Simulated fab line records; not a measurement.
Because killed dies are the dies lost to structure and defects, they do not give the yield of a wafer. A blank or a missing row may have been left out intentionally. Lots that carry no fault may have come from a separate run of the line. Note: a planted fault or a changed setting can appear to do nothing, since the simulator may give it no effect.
2 desks looking at one fault | flow sky130 | each desk has only its own numbers; what lay behind them comes last

## THE METROLOGY DESK
Means of the sampled wafers that have a number, per lot and without regard to the tool the lot ran on: this is what the gauges read. A lot is out of limits, marked OUT, if its mean lies more than 4 standard deviations from the usual mean; the brackets give that distance.
Columns: A = VT_ADJUST_NCORE_TW at SKY_VT_ADJUST_NCORE_TW_MEAS_11, usual 217.8; B = cdNm at SKY_LI_CONTACT_CD_MEAS_12, usual 170.2 nm
lot  | first seen here | A     | B
L400 | day 8 09:19     | 221.2 | 170.0
L401 | day 8 20:31     | 213.4 | 169.9
L402 | day 9 06:28     | 216.0 | 168.3
L403 | day 9 07:50     | 219.0 | 170.8
L405 | day 9 22:01     | 214.3 | 171.6
L406 | day 10 07:16    | 218.9 | 171.0
L407 | day 10 17:40    | 218.5 | 171.7
L408 | day 10 19:02    | 218.4 | 162.4 (-5.5) OUT
L418 | day 14 11:05    | 220.7 | 170.9
L419 | day 14 12:43    | 214.9 | 171.0
L420 | day 14 22:47    | 219.7 | 170.9
L423 | day 15 07:22    | 217.5 | 168.3
This desk's finding: out of limits on L408; first on L408, day 31 14:47 (cdNm at SKY_LI_CONTACT_CD_MEAS_12). L400, L401, L402, L403, L405, L406, L407, L418, L419, L420, L423: within limits.

## DESK OF THE TOOL OWNER: krfScanner-01
The tool's own readings at SKY_LI_CONTACT_EXPOSE_09 (exposes mask LICM1, target cd 170 nm): means of the sampled wafers that have a number, for each lot that ran on this tool. A lot is out of limits, marked OUT, if its mean lies more than 4 standard deviations from the usual mean; the brackets give that distance.
Columns: A = focusOffsetNm at SKY_LI_CONTACT_EXPOSE_09, usual -0.2 nm
lot  | first seen here | A
L401 | day 28 17:53    | 0.4
L403 | day 30 11:05    | 0.2
L405 | day 30 12:38    | -0.1
L406 | day 30 17:41    | 0.2
L407 | day 30 23:29    | -0.6
L408 | day 31 01:50    | -0.2
L418 | day 34 19:52    | 0.1
L419 | day 35 01:49    | -0.1
L420 | day 35 11:02    | -0.4
L423 | day 35 21:18    | 0.9
This desk found nothing out of limits on any of the 10 lots.

## ALL TOGETHER
An alarm was possible from the metrology desk at day 31 14:47, on L408.
The desk of the tool owner found nothing out of limits.
Tool owner's desk: L408 on record, inside its limits.
Of the lots named, all ran SKY_LI_CONTACT_EXPOSE_09 on krfScanner-01.

## WHAT THE SIMULATOR PUT IN
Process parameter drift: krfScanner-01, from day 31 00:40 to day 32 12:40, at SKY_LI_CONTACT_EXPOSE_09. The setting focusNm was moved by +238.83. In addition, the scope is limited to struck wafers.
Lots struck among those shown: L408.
Delay in hours, fault start to first out-of-limits reading, per desk: metrology desk 14.
